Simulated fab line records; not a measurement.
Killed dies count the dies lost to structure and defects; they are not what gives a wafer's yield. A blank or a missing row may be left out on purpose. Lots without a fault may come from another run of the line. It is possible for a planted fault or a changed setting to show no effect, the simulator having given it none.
Struck lot and sound lot, side by side | flow gf180mcu | 2 steps out of a route of 602
Sound: these wafers, L715.4, L715.5, L715.6. Struck: wafers L731.4, L731.5, L731.6. The cause is given at the end.
At each step with rows: each side's tool, then ch and its chambers, then its first start. Under that, the readings that differ: sound wafers | struck wafers | difference of the means | sigmas: that difference in standard deviations of wafers without a fault.
alike: same words and numbers on both sides, and readings whose means sit less than 2 such deviations apart. not compared: any withheld reading, any reading some wafer has no value for, any bound like >300 that may hide the same value, and any number with overlapping values for which the record gives no deviation.
A row with sigmas, a row that says differs or no value, or rows on one side alone: a step with any of these is where the two part. Numbers that don't overlap but have no deviation are shown without sigmas and don't part them. A reading missing from all wafers of one side parts the sides only when that side holds two or more wafers.

GF_STI_BOW_MEAS_00:
  sound: film_metro-04 at day 2 16:04; struck: film_metro-02 at day 6 00:04
  alike: INCOMING_BOW
GF_STI_OXIDATION_01: stabilise 600 s, purge 300 s, target thk 10 nm.
  struck on furnace-02, day 6 00:07; sound on furnace-01 ch 0, day 2 16:07
  no value came back on the struck wafers for ox_temp_c (C), ox_temp_c_max; on the sound wafers ox_temp_c (C) reads 893.3 892.9 892.8

## WHERE THEY PART
Only at GF_STI_OXIDATION_01, within this record.

WHY: what the simulator had put in
At GF_STI_OXIDATION_01, the step was skipped entirely on furnace-02 from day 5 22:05 on. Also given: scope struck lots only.
